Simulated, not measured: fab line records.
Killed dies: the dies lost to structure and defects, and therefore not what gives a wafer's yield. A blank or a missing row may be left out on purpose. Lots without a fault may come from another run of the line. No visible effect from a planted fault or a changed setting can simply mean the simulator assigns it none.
The tool behind it: which one? | flow gf180mcu | Sampling: 13 lots, 39 wafers, 5 of 602 route steps

## WHAT EACH GAUGE READ, for each wafer
GF_NWELL_TW_MEAS_11.
lot  | measured    | on            | NWELL_TW
L913 | day 3 09:37 | film_metro-01 | 1598 1585 1588
L914 | day 3 12:55 | film_metro-01 | 1583 1589 1587
L916 | day 4 00:12 | film_metro-01 | 1581 1578 1575
L918 | day 4 10:20 | film_metro-03 | 1592 1597 1586
L921 | day 5 04:24 | film_metro-04 | 1591 1595 1586
L922 | day 5 08:23 | film_metro-04 | 1587 1586 1593
L928 | day 6 17:01 | film_metro-04 | 1586 1579 1583
L930 | day 7 02:52 | film_metro-04 | 1589 1590 1584
L931 | day 7 12:55 | film_metro-01 | 1580 1581 1580
L932 | day 7 18:04 | film_metro-03 | 1579 1585 1576
L934 | day 8 04:37 | film_metro-04 | 1580 1576 1573
L935 | day 8 10:12 | film_metro-01 | 1576 1579 1576
L936 | day 8 15:49 | film_metro-04 | 1580 1575 1571

GF_VT_IMPLANT_TW_MEAS_43.
lot  | measured     | on            | VT_IMPLANT_4_TW
L913 | day 7 14:40  | film_metro-01 | 691 696 690
L914 | day 7 18:54  | film_metro-02 | 697 698 696
L916 | day 8 07:27  | film_metro-01 | 692 690 688
L918 | day 8 21:26  | film_metro-02 | 690 693 692
L921 | day 9 19:30  | film_metro-02 | 680 682 680 681 679 682
L922 | day 10 01:13 | film_metro-02 | 684 684 683
L928 | day 11 17:27 | film_metro-04 | 694 695 692
L930 | day 12 05:03 | film_metro-01 | 696 693 697
L931 | day 12 19:46 | film_metro-01 | 695 694 698
L932 | day 13 00:31 | film_metro-02 | 697 699 703
L934 | day 13 13:00 | film_metro-04 | 698 702 700
L935 | day 13 19:43 | film_metro-01 | 697 698 695
L936 | day 14 05:08 | film_metro-02 | 700 701 696

GF_POLY_GATE_THK_MEAS_01.
lot  | measured     | on            | POLY_GATE_CVD_00_THK (nm)
L913 | day 8 12:51  | film_metro-04 | 201.4 202.3 203.4
L914 | day 8 17:41  | film_metro-02 | 206.4 205.9 205.7
L916 | day 9 05:41  | film_metro-04 | 200.8 200.7 200.5
L918 | day 9 22:05  | film_metro-04 | 202.4 202.6 200.5
L921 | day 10 21:34 | film_metro-04 | 200.9 201.3 199.6
L922 | day 11 01:14 | film_metro-02 | 199.3 199.5 200.5
L928 | day 12 18:06 | film_metro-02 | 200.7 202.0 200.6
L930 | day 13 06:37 | film_metro-04 | 199.3 197.9 198.9
L931 | day 13 21:23 | film_metro-03 | 202.1 200.3 200.1
L932 | day 14 02:55 | film_metro-02 | 200.4 199.7 199.3
L934 | day 14 14:59 | film_metro-04 | 202.8 202.4 202.6
L935 | day 14 23:17 | film_metro-02 | 201.3 202.1 202.0
L936 | day 15 08:25 | film_metro-03 | 202.5 202.0 202.1

## WHICH TOOL RAN EACH LOT (tool, then ch and the chambers of the sampled wafers, then the start)
lot  | GF_MVPSD_STRIP_10                    | GF_VT_IMPLANT_IMPLANT_41
L913 | plasma_asher-01 ch 0,1, day 5 03:27  | implanter-01 ch 0, day 7 14:25
L914 | plasma_asher-04 ch 0,1, day 5 06:17  | implanter-04 ch 0, day 7 18:39
L916 | plasma_asher-04 ch 0,1, day 5 18:54  | implanter-04 ch 0, day 8 07:12
L918 | plasma_asher-03 ch 0,1, day 6 05:09  | implanter-02 ch 0, day 8 21:11
L921 | plasma_asher-01 ch 0,1, day 7 01:36  | implanter-04 ch 0, day 9 19:15
L922 | plasma_asher-01 ch 0,1, day 7 06:00  | implanter-04 ch 0, day 10 00:58
L928 | plasma_asher-04 ch 0,1, day 8 17:36  | implanter-02 ch 0, day 11 17:12
L930 | plasma_asher-04 ch 0,1, day 9 04:41  | implanter-01 ch 0, day 12 04:48
L931 | plasma_asher-01 ch 0,1, day 9 15:33  | implanter-04 ch 0, day 12 19:31
L932 | plasma_asher-03 ch 0,1, day 9 21:29  | implanter-02 ch 0, day 13 00:18
L934 | plasma_asher-03 ch 0,1, day 10 09:00 | implanter-02 ch 0, day 13 12:45
L935 | plasma_asher-04 ch 0,1, day 10 14:45 | implanter-01 ch 0, day 13 19:28
L936 | plasma_asher-04 ch 0, day 10 21:33   | implanter-04 ch 0, day 14 04:53
- GF_MVPSD_STRIP_10: strips in O2/N2.
- GF_VT_IMPLANT_IMPLANT_41

## AS READ BY THE TOOLS THEMSELVES (means over the sampled wafers that have a number; for cases with no such wafer, the mark the record gives instead)
GF_MVPSD_STRIP_10.
lot  | tool            | drypump_motor_current_A (A) | heater_power_w (W) | o2_flow_sccm (sccm) | oes_product_au (a.u.) | strip_time_to_endpoint_s (s)
L913 | plasma_asher-01 | 5.9                         | 332                | 2984                | 0.718                 | 37.00
L914 | plasma_asher-04 | 5.9                         | 338                | 2998                | 0.721                 | 36.99
L916 | plasma_asher-04 | 6.0                         | 339                | 3005                | 0.718                 | 36.94
L918 | plasma_asher-03 | 5.7                         | 335                | 3003                | 0.723                 | 37.01
L921 | plasma_asher-01 | 5.7                         | 314                | 2993                | 0.720                 | 36.91
L922 | plasma_asher-01 | 5.7                         | 309                | 2992                | 0.722                 | 37.00
L928 | plasma_asher-04 | 6.0                         | 345                | 3004                | 0.724                 | 36.98
L930 | plasma_asher-04 | 5.6                         | 335                | 2998                | 0.721                 | 36.98
L931 | plasma_asher-01 | 5.7                         | 317                | 2996                | 0.722                 | 36.99
L932 | plasma_asher-03 | 5.7                         | 333                | 2993                | 0.722                 | 36.87
L934 | plasma_asher-03 | 5.7                         | 337                | 2987                | 0.722                 | 36.89
L935 | plasma_asher-04 | 5.6                         | 330                | 3001                | 0.724                 | 36.90
L936 | plasma_asher-04 | 6.2                         | 347                | 3005                | 0.722                 | 36.91

## THE ANSWER, worked out from the rows above alone
Rule: usual is defined by the lots themselves. The widest of any qualifying gaps counts: lots, ordered by their means at a reading, are off when they make up no more than a third of the lots, leave a main group of 4 or more, and stand apart from it by 3 or more times the standard deviation of that group's means. If all means in a main group match to the digits the tables above print for the reading, that group is not used. A lot without any number at a reading at which 4 lots or more have one is off too. Where the step has rows for the other lots, those lots are counted as sound. First the gauges in route order, then the tools' own readings, where a lot's mean is used as printed above. The first step at which some lot is off is used, and at that step the reading that is off furthest; a lot without a number counts as furthest.
Across all readings shown, no lot is off: no conclusion can be drawn from this.

## WHAT THE SIMULATOR PUT IN
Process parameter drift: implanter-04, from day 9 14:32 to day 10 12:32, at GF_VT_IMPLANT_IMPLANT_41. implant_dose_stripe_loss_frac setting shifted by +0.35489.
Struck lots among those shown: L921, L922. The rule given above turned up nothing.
